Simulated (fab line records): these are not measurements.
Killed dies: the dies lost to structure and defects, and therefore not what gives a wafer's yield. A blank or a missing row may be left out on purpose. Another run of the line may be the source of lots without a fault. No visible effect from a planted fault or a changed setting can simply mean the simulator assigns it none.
fab line records	flow sky130
record: lots: 12	wafers: 36	lastDay: 50
route steps=708 shown METAL4@598 CAP2M@603 PAD_OPEN@708
lots that met no fault: taken from a fault-free run of the same line
startH: hours from the record's opening day to when the first of the lot's shown wafers began	waitH: time in hours since the lot's previous step	" repeats the value in the row above	L1.1+2: a single row standing in for several wafers	- no value, or no start was given	* or withheld: withheld	< > ~ a bound
route shown NAME@n: a module of which the file shows steps, and the number in the route of the first	usual: mean/standard deviation of fault-free wafers	same: alike in all rows	chamber/n: place in a boat	sites: the reading at each site	_std_site: the values' standard deviation	_edge_site: mean of outer sites minus mean of inner sites	radiusMm: how far each site lies from the wafer's centre	mask NAME#n: copy n	behind: the last tool/chamber to shape the wafer	hold: what put the lot on hold/how long, in hours/how the hold closed	device: transistor that didn't switch, given as n, p or np	end of line: tests of these same wafers at the route's end	where a step has no rows: the recipe by itself	killed: dies lost to structure and defects at the first sort, not the wafer's yield	map: shows each die of a wafer: x if killed, . if not, _ if none is there
set.NAME: setting as actually run; set.NAME@STEP: the setting as run at that earlier step	model.NAME: the simulator's own value behind a step, which no gauge read
steps of the route over a sample of lots; a table a step, a row a wafer
services: from which hour (startH, from the record's first day; less than 0 if before it) a tool's chamber was out of use, for how many hours, and why
== steps ==
step: SKY_METAL4_SPUTTER_00
recipe: material: Ti	targetThkNm: 15	powerW: 3000	timeS: 10	chamberPressurePa: 0.4
usual: throttleValvePct: 30.0/0.89
lot.wafer	tool	chamber	startH	waitH	throttleValvePct
L980.1	pvdSputter-01	-	941.45	0.1	28.5
L980.2	"	-	"	"	30.8
L980.4	"	-	"	"	28.8
L983.1	pvdSputter-03	-	960.35	0.2	31.0
L983.3	"	-	"	"	29.7
L983.6	"	-	"	"	29.6
L986.1	pvdSputter-03	-	980.80	0.1	29.9
L986.5	"	-	"	"	29.5
L986.6	"	-	"	"	30.8
L988.1	pvdSputter-04	-	1003.37	0.1	30.5
L988.4	"	-	"	"	29.0
L988.5	"	-	"	"	31.0
L993.1	pvdSputter-04	-	1029.06	0.2	30.7
L993.2	"	-	"	"	29.4
L993.4	"	-	"	"	29.0
L996.2	pvdSputter-01	-	1059.25	0.2	30.9
L996.4	"	-	"	"	30.8
L996.6	"	-	"	"	29.3
L997.1	pvdSputter-04	-	1059.37	0.1	29.1
L997.4	"	-	"	"	31.1
L997.5	"	-	"	"	29.0
L998.3	pvdSputter-01	-	1059.75	0.1	30.7
L998.4	"	-	"	"	28.3
L998.6	"	-	"	"	30.7
L999.1	pvdSputter-03	-	1061.76	0.2	29.6
L999.3	"	-	"	"	30.9
L999.4	"	-	"	"	30.6
L100.2	pvdSputter-03	-	1074.83	0.1	29.8
L100.3	"	-	"	"	30.3
L100.6	"	-	"	"	30.6
L101.2	pvdSputter-01	-	1076.61	0.1	29.5
L101.4	"	-	"	"	28.5
L101.6	"	-	"	"	28.8
L102.1	pvdSputter-04	-	1088.45	0.1	30.5
L102.3	"	-	"	"	29.1
L102.4	"	-	"	"	31.2
step: SKY_METAL4_SPUTTER_03
recipe: material: Ti	targetThkNm: 5	powerW: 3000	timeS: 3.3	chamberPressurePa: 0.4
usual: throttleValvePct: 29.9/0.87
lot.wafer	tool	chamber	startH	waitH	throttleValvePct
L980.1	pvdSputter-01	-	941.54	0.0	28.4
L980.2	"	-	"	"	30.4
L980.4	"	-	"	"	28.6
L983.1	pvdSputter-03	-	960.44	0.0	31.2
L983.3	"	-	"	"	29.5
L983.6	"	-	"	"	29.8
L986.1	pvdSputter-03	-	980.88	0.0	29.7
L986.5	"	-	"	"	29.6
L986.6	"	-	"	"	31.1
L988.1	pvdSputter-04	-	1003.45	0.0	30.6
L988.4	"	-	"	"	29.4
L988.5	"	-	"	"	31.4
L993.1	pvdSputter-04	-	1029.14	0.0	30.5
L993.2	"	-	"	"	29.6
L993.4	"	-	"	"	29.3
L996.2	pvdSputter-01	-	1059.33	0.0	30.6
L996.4	"	-	"	"	30.5
L996.6	"	-	"	"	29.1
L997.1	pvdSputter-04	-	1059.45	0.0	29.1
L997.4	"	-	"	"	31.3
L997.5	"	-	"	"	29.3
L998.3	pvdSputter-01	-	1059.83	0.0	30.8
L998.4	"	-	"	"	28.4
L998.6	"	-	"	"	30.9
L999.1	pvdSputter-03	-	1061.84	0.0	29.7
L999.3	"	-	"	"	30.7
L999.4	"	-	"	"	30.3
L100.2	pvdSputter-03	-	1074.92	0.0	29.8
L100.3	"	-	"	"	30.3
L100.6	"	-	"	"	30.4
L101.2	pvdSputter-01	-	1076.69	0.0	29.2
L101.4	"	-	"	"	28.6
L101.6	"	-	"	"	28.4
L102.1	pvdSputter-04	-	1088.54	0.0	30.6
L102.3	"	-	"	"	29.4
L102.4	"	-	"	"	31.0
step: SKY_CAP2M_CVD_00
recipe: material: SiO2	targetThkNm: 15.5	tempC: 400	timeS: withheld	rfW: 450
usual: heaterPowerW: 739/91
lot.wafer	tool	chamber	startH	waitH	heaterPowerW
L980.1	pecvd-01	1	941.61	0.0	769
L980.2	"	0	"	"	755
L980.4	"	1	"	"	754
L983.1	pecvd-01	1	960.51	0.0	740
L983.3	"	0	"	"	743
L983.6	"	0	"	"	738
L986.1	pecvd-04	2	980.95	0.0	838
L986.5	"	0	"	"	542
L986.6	"	1	"	"	562
L988.1	pecvd-01	1	1003.52	0.0	733
L988.4	"	1	"	"	708
L988.5	"	2	"	"	782
L993.1	pecvd-01	0	1029.21	0.0	752
L993.2	"	1	"	"	758
L993.4	"	2	"	"	717
L996.2	pecvd-01	1	1059.40	0.0	746
L996.4	"	0	"	"	662
L996.6	"	1	"	"	764
L997.1	pecvd-03	2	1059.52	0.0	812
L997.4	"	2	"	"	796
L997.5	"	1	"	"	731
L998.3	pecvd-04	1	1059.90	0.0	565
L998.4	"	2	"	"	778
L998.6	"	1	"	"	551
L999.1	pecvd-01	1	1061.91	0.0	750
L999.3	"	2	"	"	671
L999.4	"	2	"	"	657
L100.2	pecvd-03	2	1074.99	0.0	757
L100.3	"	1	"	"	749
L100.6	"	2	"	"	777
L101.2	pecvd-01	0	1076.76	0.0	774
L101.4	"	1	"	"	790
L101.6	"	0	"	"	746
L102.1	pecvd-04	1	1088.62	0.0	580
L102.3	"	0	"	"	632
L102.4	"	0	"	"	616
step: SKY_METAL4_HMDS_06
recipe: primeTimeS: 60	primeTempC: 120
usual: chillPlateTempC: 23.01/0.11	exhaustPa: 45.1/0.86	primeTempC: 119.96/0.15	resistLineTempC: 23.00/0.12
lot.wafer	tool	chamber	startH	waitH	chillPlateTempC	exhaustPa	primeTempC	resistLineTempC
L980.1	lithoTrack-03	0	976.95	0.1	22.97	45.8	119.97	23.04
L980.2	"	0	"	"	23.03	45.6	119.96	23.07
L980.4	"	0	"	"	23.12	47.4	119.92	23.09
L983.1	lithoTrack-04	0	996.53	0.1	23.14	45.4	119.83	23.13
L983.3	"	0	"	"	23.12	45.6	119.85	23.14
L983.6	"	0	"	"	23.06	45.8	119.80	23.23
L986.1	lithoTrack-03	0	1016.60	0.1	22.77	44.9	116.23	22.92
L986.5	"	0	"	"	22.84	46.0	116.19	23.20
L986.6	"	0	"	"	22.97	46.1	116.17	23.17
L988.1	lithoTrack-03	0	1036.70	0.1	22.91	45.8	115.97	22.93
L988.4	"	0	"	"	22.75	43.8	116.01	23.09
L988.5	"	0	"	"	22.93	44.7	116.49	22.93
L993.1	lithoTrack-04	0	1061.38	0.1	23.10	45.7	120.38	23.03
L993.2	"	0	"	"	23.19	45.0	120.12	23.07
L993.4	"	0	"	"	22.93	46.4	119.94	23.09
L996.2	lithoTrack-04	0	1091.06	0.1	23.06	44.0	120.22	23.00
L996.4	"	0	"	"	23.24	45.5	119.97	22.86
L996.6	"	0	"	"	23.19	43.6	120.02	23.10
L997.1	lithoTrack-02	0	1091.73	0.1	23.02	45.9	120.07	22.90
L997.4	"	0	"	"	22.85	47.0	120.02	22.95
L997.5	"	0	"	"	22.92	44.4	120.08	22.95
L998.3	lithoTrack-04	0	1092.68	0.1	22.96	44.9	119.94	23.11
L998.4	"	0	"	"	22.86	44.4	120.00	23.08
L998.6	"	0	"	"	22.90	43.9	120.05	22.97
L999.1	lithoTrack-04	0	1094.23	0.1	23.02	46.0	120.17	22.95
L999.3	"	0	"	"	23.08	45.2	120.20	22.88
L999.4	"	0	"	"	23.06	45.0	120.12	22.97
L100.2	lithoTrack-04	0	1106.41	0.1	23.16	43.6	119.87	22.87
L100.3	"	0	"	"	23.08	45.6	119.88	22.99
L100.6	"	0	"	"	22.87	45.5	119.68	22.95
L101.2	lithoTrack-04	0	1107.56	0.1	23.09	43.1	119.94	22.80
L101.4	"	0	"	"	23.00	44.2	119.82	22.86
L101.6	"	0	"	"	22.86	43.6	119.88	22.84
L102.1	lithoTrack-03	0	1119.35	0.1	23.07	44.8	120.12	22.82
L102.3	"	0	"	"	22.94	45.4	120.15	22.87
L102.4	"	0	"	"	22.99	43.9	120.18	22.97
step: SKY_PAD_OPEN_PROBE_99
usual: defectLimitedYield: 82.9/2	killed_at_M0_to_M3: 42/7.6	killed_at_M4_up: 2.9/1.7	killedAtContacts: 24/5.1	killedAtFrontEnd: 15/4	killedAtOther: 0.2/0.38	killedDies: 84/9.9	killedOpen: 46/7.2	killedShort: 38/6.6	sort_bin_3_pad_short: 0.9/0.38	sort_bin_5_function: 10.2/1.5	sort_bin_6_memory: 6.0/1	sortNPass: 408/9.9	sortYieldPct: 82.9/2
same: grossDies: 492	killedAtBackSide: 0	sort_bin_4_leakage[%]: 0	sort_bin_8_speed[%]: 0
lot.wafer	tool	chamber	startH	waitH	defectLimitedYield[%]	killed_at_M0_to_M3	killed_at_M4_up	killedAtContacts	killedAtFrontEnd	killedAtOther	killedDies	killedOpen	killedShort	sort_bin_3_pad_short[%]	sort_bin_5_function[%]	sort_bin_6_memory[%]	sortNPass	sortYieldPct[%]
L980.1	prober-01	-	1084.80	0.1	82.7	40	4	25	16	0	85	45	40	1.2	11.4	4.7	407	82.7
L980.2	prober-01	-	1084.85	0.1	84.1	37	3	21	17	0	78	34	44	0.2	10.8	4.9	414	84.1
L980.4	prober-01	-	1084.95	0.2	82.9	44	1	23	16	0	84	48	36	1.0	10.2	5.9	408	82.9
L983.1	prober-02	-	1101.99	0.1	82.7	37	5	30	13	0	85	47	38	0.6	10.8	5.9	407	82.7
L983.3	prober-02	-	1102.09	0.2	83.5	30	2	32	17	0	81	47	34	0.8	9.3	6.3	411	83.5
L983.6	prober-02	-	1102.24	0.2	83.7	32	0	24	23	1	80	41	39	0.8	9.6	5.9	412	83.7
L986.1	prober-01	-	1120.30	0.1	83.3	41	2	24	13	2	82	47	35	1.2	10.2	5.3	410	83.3
L986.5	prober-01	-	1120.50	0.2	79.5	53	1	30	17	0	101	63	38	1.6	12.6	6.3	391	79.5
L986.6	prober-01	-	1120.55	0.2	82.5	42	4	25	15	0	86	46	40	1.6	9.6	6.3	406	82.5
L988.1	prober-01	-	1135.82	0.1	83.1	49	1	25	8	0	83	38	45	1.2	9.3	6.3	409	83.1
L988.4	prober-01	-	1135.97	0.2	86.2	38	1	21	8	0	68	39	29	1.0	6.9	5.9	424	86.2
L988.5	prober-01	-	1136.02	0.2	80.5	55	2	22	17	0	96	55	41	0.8	12.2	6.5	396	80.5
L993.1	prober-02	-	1158.45	0.1	86.4	21	4	34	8	0	67	41	26	0.4	9.1	4.1	425	86.4
L993.2	prober-02	-	1158.50	0.1	85.2	40	2	17	13	1	73	37	36	0.8	9.6	4.5	419	85.2
L993.4	prober-02	-	1158.60	0.2	82.7	44	2	31	8	0	85	44	41	0.6	9.8	6.9	407	82.7
L996.2	prober-01	-	1181.35	0.1	81.5	42	3	34	12	0	91	40	51	0.8	12.0	5.7	401	81.5
L996.4	prober-01	-	1181.45	0.2	86.8	34	2	17	12	0	65	34	31	0.8	6.9	5.5	427	86.8
L996.6	prober-01	-	1181.55	0.2	81.1	44	1	30	18	0	93	54	39	1.2	10.6	7.1	399	81.1
L997.1	prober-02	-	1182.30	0.1	80.5	52	5	24	15	0	96	56	40	1.2	10.4	7.9	396	80.5
L997.4	prober-02	-	1182.45	0.2	81.9	43	3	24	19	0	89	46	43	1.2	10.6	6.3	403	81.9
L997.5	prober-02	-	1182.50	0.2	80.9	47	4	31	12	0	94	57	37	0.8	11.4	6.9	398	80.9
L998.3	prober-01	-	1182.90	0.2	77.2	60	5	31	15	1	112	51	61	2.0	13.6	7.1	380	77.2
L998.4	prober-01	-	1182.95	0.2	81.9	54	0	15	20	0	89	49	40	0.4	10.2	7.5	403	81.9
L998.6	prober-01	-	1183.05	0.2	81.3	50	3	22	16	1	92	52	40	1.6	11.0	6.1	400	81.3
L999.1	prober-02	-	1184.55	0.1	81.3	45	1	33	12	1	92	46	46	1.0	11.0	6.7	400	81.3
L999.3	prober-02	-	1184.65	0.2	84.6	36	1	24	15	0	76	46	30	1.4	9.8	4.3	416	84.6
L999.4	prober-02	-	1184.70	0.2	78.9	51	5	33	14	1	104	63	41	0.6	12.4	8.1	388	78.9
L100.2	prober-01	-	1193.76	0.1	82.5	41	2	24	18	1	86	48	38	1.4	8.9	7.1	406	82.5
L100.3	prober-01	-	1193.81	0.2	84.1	41	2	23	12	0	78	37	41	0.4	8.7	6.7	414	84.1
L100.6	prober-01	-	1193.96	0.2	85.0	41	3	20	9	1	74	34	40	1.0	10.0	4.1	418	85.0
L101.2	prober-02	-	1196.37	0.1	83.7	40	3	27	10	0	80	43	37	0.6	9.3	6.3	412	83.7
L101.4	prober-02	-	1196.47	0.2	83.3	43	1	24	14	0	82	42	40	1.4	10.2	5.1	410	83.3
L101.6	prober-02	-	1196.57	0.2	81.7	42	3	30	15	0	90	45	45	0.4	11.8	6.1	402	81.7
L102.1	prober-01	-	1203.86	0.1	82.5	49	2	27	7	1	86	60	26	0.4	9.3	7.7	406	82.5
L102.3	prober-01	-	1203.96	0.2	82.5	43	3	29	11	0	86	50	36	1.6	7.7	8.1	406	82.5
L102.4	prober-01	-	1204.01	0.2	82.7	36	3	30	16	0	85	52	33	0.6	11.8	4.9	407	82.7
killed by level:class
L980.1 CONTACT:geometricParticle:open=9 VIA1:geometricParticle:open=9 VIA3:geometricParticle:open=7 LI_CONTACT:geometricParticle:open=6 VIA2:geometricParticle:open=6 FIELD_ISO:geometricParticle:short=5 CONTACT:geometricParticle:short=5 METAL2:geometricParticle:short=5
L980.2 VIA1:geometricParticle:short=9 VIA1:geometricParticle:open=7 LI_CONTACT:geometricParticle:open=5 CONTACT:geometricParticle:short=5 FIELD_ISO:geometricParticle:short=4 POLY_GATE:geometricParticle:short=4 LOCAL_INTERCONNECT:geometricParticle:short=4 CONTACT:geometricParticle:open=4
L980.4 CONTACT:geometricParticle:open=12 VIA1:geometricParticle:open=12 METAL2:geometricParticle:short=8 VIA2:geometricParticle:open=5 VIA1:geometricParticle:short=5 VIA3:geometricParticle:open=5 FIELD_ISO:geometricParticle:open=4 LOCAL_INTERCONNECT:geometricParticle:short=4
L983.1 LI_CONTACT:geometricParticle:open=12 CONTACT:geometricParticle:open=8 VIA1:geometricParticle:short=7 VIA2:geometricParticle:open=6 VIA1:geometricParticle:open=5 VIA3:geometricParticle:open=5 FIELD_ISO:geometricParticle:open=4 POLY_GATE:geometricParticle:short=4
L983.3 CONTACT:geometricParticle:open=20 METAL2:geometricParticle:short=7 LI_CONTACT:geometricParticle:open=5 FIELD_ISO:geometricParticle:open=4 FIELD_ISO:geometricParticle:short=4 POLY_GATE:geometricParticle:short=4 CONTACT:geometricParticle:short=4 VIA1:geometricParticle:open=4
L983.6 CONTACT:geometricParticle:open=8 VIA3:geometricParticle:open=7 FIELD_ISO:geometricParticle:short=6 POLY_GATE:geometricParticle:short=5 POLY_GATE:geometricParticle:open=5 LI_CONTACT:geometricParticle:short=5 FIELD_ISO:geometricParticle:open=4 CONTACT:geometricParticle:short=4
L986.1 VIA1:geometricParticle:open=13 LI_CONTACT:geometricParticle:open=8 CONTACT:geometricParticle:open=8 VIA2:geometricParticle:open=6 LOCAL_INTERCONNECT:geometricParticle:short=5 METAL2:geometricParticle:short=5 FIELD_ISO:geometricParticle:short=4 METAL1:geometricParticle:short=4
L986.5 CONTACT:geometricParticle:open=14 VIA1:geometricParticle:open=13 VIA2:geometricParticle:open=9 METAL2:geometricParticle:short=9 LI_CONTACT:geometricParticle:open=6 POLY_GATE:geometricParticle:open=5 METAL1:geometricParticle:open=5 FIELD_ISO:geometricParticle:open=4
L986.6 VIA1:geometricParticle:open=12 CONTACT:geometricParticle:open=7 LOCAL_INTERCONNECT:geometricParticle:short=6 VIA1:geometricParticle:short=6 LI_CONTACT:geometricParticle:open=5 POLY_GATE:geometricParticle:short=4 LI_CONTACT:geometricParticle:short=4 METAL4:geometricParticle:short=4
L988.1 VIA1:geometricParticle:open=12 CONTACT:geometricParticle:open=10 METAL1:geometricParticle:short=9 METAL2:geometricParticle:short=9 CONTACT:geometricParticle:short=7 VIA3:geometricParticle:open=5 VIA1:geometricParticle:short=4 METAL3:geometricParticle:short=4
L988.4 VIA1:geometricParticle:open=10 METAL1:geometricParticle:short=8 CONTACT:geometricParticle:open=6 VIA2:geometricParticle:open=6 LI_CONTACT:geometricParticle:open=5 METAL2:geometricParticle:short=5 LOCAL_INTERCONNECT:geometricParticle:short=4 VIA3:geometricParticle:open=4
L988.5 VIA1:geometricParticle:open=13 CONTACT:geometricParticle:open=8 VIA3:geometricParticle:open=8 METAL2:geometricParticle:short=7 POLY_GATE:geometricParticle:open=6 LI_CONTACT:geometricParticle:open=6 METAL1:geometricParticle:short=5 VIA1:geometricParticle:short=5
L993.1 CONTACT:geometricParticle:open=13 LI_CONTACT:geometricParticle:open=10 CONTACT:geometricParticle:short=6 VIA2:geometricParticle:open=4 FIELD_ISO:geometricParticle:open=3 METAL1:geometricParticle:short=3 METAL2:geometricParticle:short=3 VIA3:geometricParticle:short=3
L993.2 VIA2:geometricParticle:open=8 CONTACT:geometricParticle:short=7 METAL1:geometricParticle:short=6 VIA1:geometricParticle:open=6 CONTACT:geometricParticle:open=5 POLY_GATE:geometricParticle:open=4 VIA3:geometricParticle:short=4 VIA1:geometricParticle:short=3
L993.4 VIA2:geometricParticle:open=11 CONTACT:geometricParticle:open=11 LI_CONTACT:geometricParticle:open=7 LOCAL_INTERCONNECT:geometricParticle:short=7 METAL1:geometricParticle:short=7 VIA1:geometricParticle:short=4 VIA3:geometricParticle:open=4 METAL2:geometricParticle:short=4
L996.2 CONTACT:geometricParticle:short=13 VIA1:geometricParticle:open=11 METAL1:geometricParticle:short=9 CONTACT:geometricParticle:open=8 LOCAL_INTERCONNECT:geometricParticle:short=6 FIELD_ISO:geometricParticle:short=5 METAL2:geometricParticle:short=5 VIA2:geometricParticle:open=5
L996.4 CONTACT:geometricParticle:open=6 VIA1:geometricParticle:open=6 LI_CONTACT:geometricParticle:open=5 FIELD_ISO:geometricParticle:short=4 METAL2:geometricParticle:short=4 CONTACT:geometricParticle:short=4 VIA1:geometricParticle:short=4 POLY_GATE:geometricParticle:open=3
L996.6 VIA1:geometricParticle:open=11 LI_CONTACT:geometricParticle:open=10 CONTACT:geometricParticle:open=7 VIA2:geometricParticle:open=6 LI_CONTACT:geometricParticle:short=5 VIA1:geometricParticle:short=5 FIELD_ISO:geometricParticle:open=4 POLY_GATE:geometricParticle:open=4
L997.1 VIA1:geometricParticle:open=13 CONTACT:geometricParticle:open=9 VIA2:geometricParticle:open=9 LI_CONTACT:geometricParticle:open=8 POLY_GATE:geometricParticle:open=7 METAL2:geometricParticle:short=7 METAL1:geometricParticle:short=6 VIA3:geometricParticle:open=5
L997.4 CONTACT:geometricParticle:open=9 VIA1:geometricParticle:open=8 CONTACT:geometricParticle:short=7 VIA3:geometricParticle:open=6 POLY_GATE:geometricParticle:short=5 METAL1:geometricParticle:short=5 VIA1:geometricParticle:short=5 VIA2:geometricParticle:open=5
L997.5 CONTACT:geometricParticle:open=12 VIA3:geometricParticle:open=11 LI_CONTACT:geometricParticle:open=8 VIA2:geometricParticle:open=6 VIA1:geometricParticle:open=5 METAL1:geometricParticle:short=5 VIA1:geometricParticle:short=5 VIA3:geometricParticle:short=5
L998.3 VIA1:geometricParticle:open=12 METAL1:geometricParticle:short=11 CONTACT:geometricParticle:open=11 METAL2:geometricParticle:short=8 VIA3:geometricParticle:open=7 LI_CONTACT:geometricParticle:open=6 VIA3:geometricParticle:short=6 LI_CONTACT:geometricParticle:short=5
L998.4 VIA1:geometricParticle:open=18 VIA1:geometricParticle:short=11 VIA2:geometricParticle:open=6 CONTACT:geometricParticle:open=6 METAL2:geometricParticle:short=6 METAL1:geometricParticle:short=5 FIELD_ISO:geometricParticle:open=4 FIELD_ISO:geometricParticle:short=4
L998.6 VIA1:geometricParticle:open=14 VIA2:geometricParticle:open=9 CONTACT:geometricParticle:open=8 VIA1:geometricParticle:short=7 METAL2:geometricParticle:short=6 VIA3:geometricParticle:open=6 FIELD_ISO:geometricParticle:short=5 LI_CONTACT:geometricParticle:open=5
L999.1 CONTACT:geometricParticle:open=14 METAL2:geometricParticle:short=9 VIA1:geometricParticle:open=9 LI_CONTACT:geometricParticle:open=8 METAL1:geometricParticle:short=7 LI_CONTACT:geometricParticle:short=6 VIA3:geometricParticle:open=5 POLY_GATE:geometricParticle:short=4
L999.3 CONTACT:geometricParticle:open=11 VIA1:geometricParticle:open=8 VIA2:geometricParticle:open=8 VIA1:geometricParticle:short=6 LI_CONTACT:geometricParticle:open=5 CONTACT:geometricParticle:short=5 FIELD_ISO:geometricParticle:open=4 SPACER:geometricParticle:open=4
L999.4 VIA1:geometricParticle:open=12 LI_CONTACT:geometricParticle:open=11 CONTACT:geometricParticle:open=10 VIA3:geometricParticle:open=8 LOCAL_INTERCONNECT:geometricParticle:short=7 METAL2:geometricParticle:short=6 FIELD_ISO:geometricParticle:open=5 VIA2:geometricParticle:open=5
L100.2 VIA2:geometricParticle:open=8 VIA1:geometricParticle:open=8 FIELD_ISO:geometricParticle:open=7 CONTACT:geometricParticle:open=7 METAL2:geometricParticle:short=7 LI_CONTACT:geometricParticle:open=6 FIELD_ISO:geometricParticle:short=5 LOCAL_INTERCONNECT:geometricParticle:short=5
L100.3 VIA1:geometricParticle:open=7 VIA2:geometricParticle:open=6 LI_CONTACT:geometricParticle:open=5 CONTACT:geometricParticle:short=5 VIA3:geometricParticle:open=5 FIELD_ISO:geometricParticle:short=4 POLY_GATE:geometricParticle:short=4 LOCAL_INTERCONNECT:geometricParticle:short=4
L100.6 VIA1:geometricParticle:open=9 CONTACT:geometricParticle:short=8 METAL2:geometricParticle:short=7 CONTACT:geometricParticle:open=5 VIA1:geometricParticle:short=5 LI_CONTACT:geometricParticle:open=4 METAL1:geometricParticle:short=4 METAL1:geometricParticle:open=3
L101.2 VIA1:geometricParticle:open=12 CONTACT:geometricParticle:short=8 METAL1:geometricParticle:short=7 CONTACT:geometricParticle:open=6 LI_CONTACT:geometricParticle:open=5 VIA2:geometricParticle:open=5 VIA3:geometricParticle:open=5 FIELD_ISO:geometricParticle:open=4
L101.4 CONTACT:geometricParticle:open=9 LOCAL_INTERCONNECT:geometricParticle:short=7 VIA2:geometricParticle:open=7 VIA1:geometricParticle:open=6 VIA3:geometricParticle:open=6 METAL1:geometricParticle:short=5 VIA3:geometricParticle:short=5 METAL2:geometricParticle:short=4
L101.6 VIA1:geometricParticle:open=10 CONTACT:geometricParticle:short=9 CONTACT:geometricParticle:open=8 METAL1:geometricParticle:short=7 LI_CONTACT:geometricParticle:open=6 LOCAL_INTERCONNECT:geometricParticle:short=5 METAL2:geometricParticle:short=5 VIA3:geometricParticle:open=5
L102.1 VIA2:geometricParticle:open=15 LI_CONTACT:geometricParticle:open=11 CONTACT:geometricParticle:open=10 VIA1:geometricParticle:open=10 LOCAL_INTERCONNECT:geometricParticle:short=4 VIA1:geometricParticle:short=4 VIA3:geometricParticle:open=4 METAL1:geometricParticle:short=3
L102.3 VIA1:geometricParticle:open=10 CONTACT:geometricParticle:open=10 LI_CONTACT:geometricParticle:open=8 POLY_GATE:geometricParticle:open=5 VIA2:geometricParticle:open=5 VIA3:geometricParticle:open=5 METAL2:geometricParticle:short=5 CONTACT:geometricParticle:short=4
L102.4 LI_CONTACT:geometricParticle:open=11 CONTACT:geometricParticle:open=10 VIA3:geometricParticle:open=7 POLY_GATE:geometricParticle:open=6 VIA2:geometricParticle:open=6 METAL1:geometricParticle:short=5 VIA1:geometricParticle:open=5 FIELD_ISO:geometricParticle:short=4
== services ==
tool	chamber	startH	hours	kind
pvdSputter-04	-	932.89	11.4	repair
pvdSputter-04	-	949.14	3.7	repair
pecvd-03	2	979.74	2.1	scheduledDown
pvdSputter-03	-	985.56	0.9	repair
pecvd-01	-	986.67	6.0	pm
pecvd-04	0	994.49	4.1	repair
pecvd-01	-	997.52	1.6	repair
pecvd-03	1	999.38	-	clean
pecvd-03	1	999.38	-	consumableReplace:showerhead
pecvd-03	1	999.38	29.0	scheduledDown
pecvd-03	1	999.38	29.0	ventCycle
pecvd-04	1	1005.96	2.1	scheduledDown
pecvd-03	0	1023.60	5.5	scheduledDown
pvdSputter-01	-	1035.01	0.6	repair
pecvd-04	0	1045.43	8.1	repair
pvdSputter-01	-	1070.61	1.1	repair
pecvd-01	2	1074.38	5.3	repair
pecvd-01	2	1105.58	7.4	repair
pvdSputter-01	-	1105.64	2.1	repair
pecvd-04	-	1111.24	0.4	repair
pvdSputter-03	-	1116.04	1.3	repair
== key ==
firstSign: step: SKY_METAL4_HMDS_06	reading: primeTempC	direction: down	sigmas: 25	usual: *	struck: *
effect none on later readings
metAt SKY_METAL4_HMDS_06
struckLots L986,L988
notActingAt SKY_METAL4_SPUTTER_00,SKY_METAL4_SPUTTER_03,SKY_CAP2M_CVD_00
onsetBetween 976.95 1016.60
fault: kind: processParameterDrift	tool: lithoTrack-03	chamber: -	onsetH: 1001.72	steps: SKY_METAL4_HMDS_06	channel: primeTempC	offset: *	shape: step	endH: 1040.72	actsIn: *	stated: *
